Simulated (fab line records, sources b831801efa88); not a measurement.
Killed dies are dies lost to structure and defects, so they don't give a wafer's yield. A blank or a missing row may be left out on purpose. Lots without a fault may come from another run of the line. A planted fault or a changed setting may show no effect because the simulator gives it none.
Which tool did it? | flow sky130 | 13 lots, 38 wafers sampled, at 4 steps of a route of 708

WHAT THE GAUGES READ, wafer by wafer
SKY_LI_CONTACT_THK_MEAS_01.
lot  | measured     | on            | LI_CONTACT_HDPCVD_THK (nm)
L248 | day 29 07:10 | film_metro-04 | 950 927 941
L250 | day 30 01:01 | film_metro-02 | 941 930 932
L254 | day 31 08:11 | film_metro-01 | 947 943
L257 | day 32 01:56 | film_metro-01 | 936 919 929
L259 | day 32 20:24 | film_metro-01 | 916 932 922
L260 | day 33 00:42 | film_metro-01 | 919 923 925
L261 | day 33 09:30 | film_metro-01 | 924 925 924
L262 | day 33 16:10 | film_metro-04 | 915 914 912
L263 | day 34 02:38 | film_metro-04 | 925 923 916
L265 | day 34 14:10 | film_metro-04 | 923 926 926
L266 | day 35 02:24 | film_metro-04 | 936 921 943
L267 | day 35 05:42 | film_metro-01 | 928 922 918
L268 | day 35 09:47 | film_metro-04 | 941 932 929

SKY_LI_CONTACT_OVL_MEAS_13.
lot  | measured     | on         | LI_CONTACT_OVL (nm)
L248 | day 30 11:54 | overlay-01 | -2 -9 -2
L250 | day 31 05:25 | overlay-01 | -2 1 -9
L254 | day 32 12:05 | overlay-01 | 5 0
L257 | day 33 05:32 | overlay-02 | -4 -3 0
L259 | day 33 23:53 | overlay-01 | -7 -10 -6
L260 | day 34 03:35 | overlay-01 | -8 0 -14
L261 | day 34 12:23 | overlay-02 | -12 -8 -5
L262 | day 34 18:06 | overlay-02 | -5 -3 -10
L263 | day 35 05:26 | overlay-01 | 1 1 -11
L265 | day 35 16:31 | overlay-02 | 3 2 4
L266 | day 36 05:11 | overlay-01 | -8 -9 -17
L267 | day 36 08:04 | overlay-02 | -3 1 -2
L268 | day 36 12:19 | overlay-01 | -9 -4 0

WHICH TOOL RAN EACH LOT (tool, then ch and the chambers of the sampled wafers, then the start)
lot  | SKY_SD_N_COAT_02                  | SKY_SD_N_STRIP_11
L248 | litho_track-01 ch 0, day 28 15:46 | plasma_asher-03 ch 0,1, day 29 06:18
L250 | litho_track-03 ch 0, day 29 09:20 | plasma_asher-01 ch 0,1, day 30 00:05
L254 | litho_track-01 ch 0, day 30 16:20 | plasma_asher-03 ch 1, day 31 07:20
L257 | litho_track-01 ch 0, day 31 10:53 | plasma_asher-03 ch 0,1, day 32 01:05
L259 | litho_track-04 ch 0, day 32 04:49 | plasma_asher-03 ch 0,1, day 32 19:29
L260 | litho_track-03 ch 0, day 32 09:47 | plasma_asher-01 ch 0,1, day 32 23:47
L261 | litho_track-04 ch 0, day 32 18:07 | plasma_asher-04 ch 0,1, day 33 08:38
L262 | litho_track-04 ch 0, day 33 01:09 | plasma_asher-01 ch 0,1, day 33 15:13
L263 | litho_track-04 ch 0, day 33 11:40 | plasma_asher-01 ch 0,1, day 34 01:45
L265 | litho_track-01 ch 0, day 34 00:05 | plasma_asher-04 ch 0,1, day 34 13:18
L266 | litho_track-01 ch 0, day 34 11:37 | plasma_asher-01 ch 0, day 35 01:32
L267 | litho_track-01 ch 0, day 34 14:14 | plasma_asher-03 ch 0,1, day 35 04:50
L268 | litho_track-01 ch 0, day 34 19:49 | plasma_asher-03 ch 0,1, day 35 08:55
- SKY_SD_N_COAT_02: resist thk 1140 nm.
- SKY_SD_N_STRIP_11: strips in O2/N2.

WHAT THE TOOLS THEMSELVES READ (means of the sampled wafers that have a number; where no wafer has one, the mark that the record gives instead)
SKY_SD_N_STRIP_11.
lot  | tool            | drypump_motor_current_A (A) | oes_product_au (a.u.) | strip_time_to_endpoint_s (s)
L248 | plasma_asher-03 | 6.4                         | 0.531                 | 22.56
L250 | plasma_asher-01 | 5.3                         | 0.523                 | 22.60
L254 | plasma_asher-03 | 6.5                         | 0.524                 | 22.34
L257 | plasma_asher-03 | 6.3                         | 0.520                 | 22.25
L259 | plasma_asher-03 | 6.4                         | 0.522                 | 22.65
L260 | plasma_asher-01 | 5.4                         | 0.526                 | 22.55
L261 | plasma_asher-04 | 5.9                         | 0.530                 | 22.58
L262 | plasma_asher-01 | 5.5                         | 0.529                 | 22.64
L263 | plasma_asher-01 | 5.4                         | 0.524                 | 22.62
L265 | plasma_asher-04 | 5.6                         | 0.531                 | 22.58
L266 | plasma_asher-01 | 5.2                         | 0.529                 | 22.64
L267 | plasma_asher-03 | 6.4                         | 0.529                 | 22.58
L268 | plasma_asher-03 | 6.4                         | 0.524                 | 22.49

THE ANSWER, worked out from the rows above alone
Rule: what is usual is taken from the lots themselves. Put in order of their means at a reading, lots are off if they are a third of the lots or fewer, leave a main group of 4 or more, and stand apart from it by a gap of 3 or more times the standard deviation of the main group's means; of several such gaps the widest counts. A main group whose means are all the same, to the digits that the tables above print for the reading, isn't used. A lot without any number at a reading at which 4 lots or more have one is off too. The other lots that the step has rows for count as sound. The gauges are gone through in route order, then the tools' own readings, and for those a lot's mean is taken as printed above. The first step at which some lot is off is used, and at that step the reading that is off furthest; a lot without a number counts as furthest.
Off: L254, L257, at SKY_SD_N_STRIP_11 (strip_time_to_endpoint_s). The main group: mean 22.59 s, standard deviation 0.045.
A tool fits if, at that step or a process step before it, it ran every lot that is off, and no sound lot after the first of them. None of those tried fits.

WHAT THE SIMULATOR HAD PUT IN
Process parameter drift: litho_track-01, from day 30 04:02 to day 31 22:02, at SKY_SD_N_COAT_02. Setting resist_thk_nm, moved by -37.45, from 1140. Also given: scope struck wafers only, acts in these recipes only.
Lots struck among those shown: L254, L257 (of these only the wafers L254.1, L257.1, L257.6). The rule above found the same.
